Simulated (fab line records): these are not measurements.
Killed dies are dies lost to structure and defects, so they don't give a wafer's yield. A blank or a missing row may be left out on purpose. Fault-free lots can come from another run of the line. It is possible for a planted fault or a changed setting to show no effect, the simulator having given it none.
Which of the tools did it? ; flow sky130 ; 18 wafers from 6 lots sampled at 2 of the route's 708 steps

== WHAT EACH GAUGE READ, for each wafer ==
SKY_LDD_LDN_TW_MEAS_13.
lot;measured;on;LDD_LDN_TW
L618;day 24 06:59;filmMetro-03;1477 1479 1486
L621;day 25 05:39;filmMetro-04;1492 1496 1485
L624;day 26 06:03;filmMetro-03;1488 1495 1489
L629;day 27 12:25;filmMetro-03;1484 1484 1487
L633;day 29 12:05;filmMetro-01;1567 1568 1564 1568 1566 1573
L636;day 30 05:28;filmMetro-04;1593 1596 1600 1583 1598 1597

== WHAT TOOL EACH LOT RAN ON (gives the tool, then ch and the chambers of the sampled wafers, and finally the start) ==
lot;SKY_LDD_LDN_IMPLANT_10
L618;implanter-04 ch 0, day 24 06:35
L621;implanter-04 ch 0, day 25 05:17
L624;implanter-03 ch 0, day 26 05:41
L629;implanter-03 ch 0, day 27 12:01
L633;implanter-04 ch 0, day 29 11:23
L636;implanter-01 ch 0, day 30 04:41
- SKY_LDD_LDN_IMPLANT_10

== THE ANSWER, worked out from the rows above alone ==
Rule: the usual values come from the lots themselves. The widest of any qualifying gaps counts: lots, ordered by their means at a reading, are off when they make up no more than a third of the lots, leave a main group of 4 or more, and stand apart from it by 3 or more times the standard deviation of that group's means. A main group whose means are all the same, to the digits that the tables above print for the reading, isn't used. A lot without any number at a reading at which 4 lots or more have one is off too. The other lots that the step has rows for count as sound.
Off: L633, L636, seen at SKY_LDD_LDN_TW_MEAS_13 (LDD_LDN_TW). Main group: mean 1487, sd 4.3.
If a tool, at a process step before that reading, ran all the lots that are off and no sound lot after the first of them, it fits. Gauges at SKY_LDD_LDN_TW_MEAS_13: tried the same way as those tools. No candidate that was tried fits.

== WHAT THE SIMULATOR PUT IN ==
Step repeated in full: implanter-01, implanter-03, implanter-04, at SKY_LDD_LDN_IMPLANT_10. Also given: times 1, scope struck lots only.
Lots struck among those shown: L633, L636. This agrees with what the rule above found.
